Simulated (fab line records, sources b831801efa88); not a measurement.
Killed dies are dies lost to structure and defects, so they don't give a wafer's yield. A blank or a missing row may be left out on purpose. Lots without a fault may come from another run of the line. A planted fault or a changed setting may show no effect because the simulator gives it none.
Chamber matching | flow gf180mcu | GF_SAB_ETCH_11 on rie_diel-03: 4 sister chambers
The step etches SiO2 in C4F8/O2/Ar, target depth 55 nm, time 8.5 s. 18 wafers are shown with their chamber, then 9 later ones without.

WAFERS WITH THEIR CHAMBER
wafer  | chamber | oes_product_au (a.u.) | bias_w (W)
L074.1 | 1       | 1.003                 | 1196
L074.3 | 2       | 1.004                 | 1202
L074.6 | 0       | 1.013                 | 1202
L082.3 | 1       | 1.000                 | 1201
L082.4 | 3       | 0.988                 | 1201
L082.5 | 2       | 1.006                 | 1195
L085.2 | 1       | 1.005                 | 1200
L085.3 | 3       | 1.005                 | 1201
L085.5 | 3       | 0.998                 | 1203
L086.3 | 3       | 0.993                 | 1205
L086.5 | 3       | 0.992                 | 1203
L086.6 | 0       | 0.999                 | 1196
L087.1 | 1       | 0.988                 | 1200
L087.3 | 3       | 0.995                 | 1197
L087.6 | 2       | 1.008                 | 1201
L088.1 | 0       | 0.998                 | 1196
L088.2 | 3       | 0.992                 | 1210
L088.4 | 1       | 0.993                 | 1198

SIGNATURES (means of the wafers above)
reading        | chamber 0 | chamber 1 | chamber 2 | chamber 3 | scatter within a chamber
oes_product_au | 1.00333   | 0.99780   | 1.00600   | 0.99471   | 0.00616
bias_w         | 1198.00   | 1199.00   | 1199.33   | 1202.86   | 3.44
Rule: a wafer's distance from a chamber is the root of the sum, over the readings, of the square of ((its reading less the chamber's mean) divided by the reading's scatter). The wafer belongs to the nearest chamber; if the next one is less than 2 further off, it can't be placed. The scatter: the root of (the sum of the squares of (reading less its chamber's mean) over the shown wafers, divided by (wafers less chambers)).

WAFERS WITHOUT THEIR CHAMBER
wafer  | oes_product_au (a.u.) | bias_w (W)
L094.1 | 0.999                 | 1204
L094.4 | 0.995                 | 1193
L094.5 | 0.998                 | 1201
L096.2 | 1.006                 | 1194
L096.4 | 1.003                 | 1202
L096.6 | 1.000                 | 1197
L097.1 | 0.987                 | 1198
L097.5 | 0.998                 | 1197
L097.6 | 1.004                 | 1192

WHICH CHAMBER EACH WENT THROUGH
wafer  | from the rows above               | in truth
L094.1 | can't be placed: 3 or 1 or 2 or 0 | 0
L094.4 | can't be placed: 1 or 0 or 2 or 3 | 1
L094.5 | can't be placed: 1 or 3 or 0 or 2 | 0
L096.2 | can't be placed: 0 or 2 or 1 or 3 | 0
L096.4 | can't be placed: 2 or 0 or 1 or 3 | 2
L096.6 | can't be placed: 0 or 1 or 2 or 3 | 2
L097.1 | can't be placed: 1 or 3 or 0 or 2 | 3
L097.5 | can't be placed: 1 or 0 or 2 or 3 | 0
L097.6 | can't be placed: 0 or 2 or 1 or 3 | 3
Placed correctly: 0 of 9. Can't be placed from these rows: 9 (the true chamber is among the candidates in 9). Placed wrongly: 0.
